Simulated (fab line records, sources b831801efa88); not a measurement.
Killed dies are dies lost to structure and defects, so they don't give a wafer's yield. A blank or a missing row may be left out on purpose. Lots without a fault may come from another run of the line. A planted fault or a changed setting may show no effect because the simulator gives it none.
Which tool did it? | flow sky130 | 12 lots, 36 wafers sampled, at 4 steps of a route of 708

WHAT THE GAUGES READ, wafer by wafer
SKY_NWELL_THK_MEAS_02.
lot  | measured    | on            | NWELL_OXIDATION_THK (nm)
L985 | day 2 15:04 | film_metro-02 | 9.88 9.93 9.81
L986 | day 2 19:28 | film_metro-01 | 9.79 9.89 9.89
L987 | day 2 20:59 | film_metro-01 | 10.25 10.07 10.01
L988 | day 3 02:14 | film_metro-04 | 9.69 9.92 9.92
L989 | day 3 10:23 | film_metro-01 | 10.17 10.08 10.17
L990 | day 3 14:58 | film_metro-02 | 9.81 9.73 9.69
L991 | day 3 18:38 | film_metro-01 | 10.29 10.31 10.06
L992 | day 4 01:03 | film_metro-02 | 9.78 9.97 9.87
L999 | day 5 12:56 | film_metro-02 | 10.40 10.35 10.51
L102 | day 6 06:55 | film_metro-02 | 10.43 10.52 10.58 10.43 10.52 10.51
L105 | day 6 22:31 | film_metro-01 | 10.02 10.10 9.99
L106 | day 7 01:39 | film_metro-01 | 10.12 9.99 10.10

SKY_VT_ADJUST_HVTP_OVL_MEAS_08.
lot  | measured     | on         | VT_ADJUST_HVTP_OVL (nm)
L985 | day 6 06:25  | overlay-02 | -5.1 -4.8 -3.1
L986 | day 6 11:01  | overlay-02 | -2.0 -4.3 -2.3
L987 | day 6 13:03  | overlay-01 | -0.6 0.3 0.2
L988 | day 6 19:42  | overlay-02 | -0.5 -3.3 -2.5
L989 | day 7 04:34  | overlay-01 | 0.2 -0.1 0.6
L990 | day 7 09:04  | overlay-02 | 0.4 -2.0 -1.3
L991 | day 7 15:06  | overlay-02 | -1.3 -1.5 -1.4
L992 | day 7 21:49  | overlay-02 | 0.1 -0.5 -1.1
L999 | day 9 17:47  | overlay-02 | -0.4 0.2 -1.6
L102 | day 10 14:48 | overlay-02 | -1.0 -0.7 -0.4
L105 | day 11 12:06 | overlay-02 | -0.5 -1.0 0.3
L106 | day 11 13:41 | overlay-01 | -3.9 -1.0 0.3

WHICH TOOL RAN EACH LOT (tool, then ch and the chambers of the sampled wafers, then the start)
lot  | SKY_FIELD_ISO_STRIP_16              | SKY_NWELL_STRIP_25
L985 | plasma_asher-02 ch 0, day 2 06:37   | plasma_asher-01 ch 0,1, day 5 11:28
L986 | plasma_asher-02 ch 0,1, day 2 10:55 | plasma_asher-02 ch 0,1, day 5 15:40
L987 | plasma_asher-04 ch 0,1, day 2 14:37 | plasma_asher-01 ch 0,1, day 5 18:16
L988 | plasma_asher-01 ch 1, day 2 19:48   | plasma_asher-01 ch 0,1, day 6 00:19
L989 | plasma_asher-02 ch 0,1, day 3 02:43 | plasma_asher-02 ch 1, day 6 09:31
L990 | plasma_asher-02 ch 0,1, day 3 07:16 | plasma_asher-03 ch 0,1, day 6 13:38
L991 | plasma_asher-01 ch 0,1, day 3 11:13 | plasma_asher-02 ch 1, day 6 18:52
L992 | plasma_asher-02 ch 0,1, day 3 17:53 | plasma_asher-01 ch 0,1, day 7 01:27
L999 | plasma_asher-02 ch 0,1, day 5 06:50 | plasma_asher-02 ch 0,1, day 8 19:07
L102 | plasma_asher-01 ch 0,1, day 5 21:15 | plasma_asher-02 ch 0,1, day 9 16:23
L105 | plasma_asher-02 ch 0,1, day 6 13:20 | plasma_asher-03 ch 0,1, day 10 12:37
L106 | plasma_asher-02 ch 0,1, day 6 19:32 | plasma_asher-01 ch 0,1, day 10 14:12
- SKY_FIELD_ISO_STRIP_16: strips in O2/N2.
- SKY_NWELL_STRIP_25: strips in O2/N2.

WHAT THE TOOLS THEMSELVES READ (means of the sampled wafers that have a number; where no wafer has one, the mark that the record gives instead)
SKY_FIELD_ISO_STRIP_16.
lot  | tool            | drypump_motor_current_A (A) | oes_product_au (a.u.) | strip_time_to_endpoint_s (s)
L985 | plasma_asher-02 | 6.1                         | 0.376                 | 3.538
L986 | plasma_asher-02 | 6.0                         | 0.382                 | 3.534
L987 | plasma_asher-04 | 6.1                         | 0.375                 | 3.522
L988 | plasma_asher-01 | 5.8                         | 0.377                 | 3.574
L989 | plasma_asher-02 | 5.8                         | 0.382                 | 3.562
L990 | plasma_asher-02 | 5.8                         | 0.382                 | 3.566
L991 | plasma_asher-01 | 5.6                         | 0.380                 | 3.549
L992 | plasma_asher-02 | 5.8                         | 0.379                 | 3.565
L999 | plasma_asher-02 | 6.0                         | 0.378                 | 3.482
L102 | plasma_asher-01 | 5.3                         | 0.376                 | 3.554
L105 | plasma_asher-02 | 5.8                         | 0.375                 | 3.526
L106 | plasma_asher-02 | 5.8                         | 0.375                 | 3.531

SKY_NWELL_STRIP_25.
lot  | tool            | drypump_motor_current_A (A) | oes_product_au (a.u.) | strip_time_to_endpoint_s (s)
L985 | plasma_asher-01 | 5.3                         | 0.723                 | 37.13
L986 | plasma_asher-02 | 5.8                         | 0.722                 | 37.13
L987 | plasma_asher-01 | 5.3                         | 0.723                 | 36.98
L988 | plasma_asher-01 | 5.3                         | 0.722                 | 37.01
L989 | plasma_asher-02 | 5.7                         | 0.726                 | 37.04
L990 | plasma_asher-03 | 5.6                         | 0.722                 | 36.99
L991 | plasma_asher-02 | 5.7                         | 0.721                 | 36.99
L992 | plasma_asher-01 | 5.6                         | 0.725                 | 37.09
L999 | plasma_asher-02 | 6.0                         | 0.722                 | 36.98
L102 | plasma_asher-02 | 5.8                         | 0.724                 | 36.98
L105 | plasma_asher-03 | 5.6                         | 0.726                 | 36.99
L106 | plasma_asher-01 | 5.3                         | 0.724                 | 36.96

THE ANSWER, worked out from the rows above alone
Rule: what is usual is taken from the lots themselves. Put in order of their means at a reading, lots are off if they are a third of the lots or fewer, leave a main group of 4 or more, and stand apart from it by a gap of 3 or more times the standard deviation of the main group's means; of several such gaps the widest counts. A main group whose means are all the same, to the digits that the tables above print for the reading, isn't used. A lot without any number at a reading at which 4 lots or more have one is off too. The other lots that the step has rows for count as sound. The gauges are gone through in route order, then the tools' own readings, and for those a lot's mean is taken as printed above. The first step at which some lot is off is used, and at that step the reading that is off furthest; a lot without a number counts as furthest.
No lot is off at any reading shown: from this, nothing can be told.

WHAT THE SIMULATOR HAD PUT IN
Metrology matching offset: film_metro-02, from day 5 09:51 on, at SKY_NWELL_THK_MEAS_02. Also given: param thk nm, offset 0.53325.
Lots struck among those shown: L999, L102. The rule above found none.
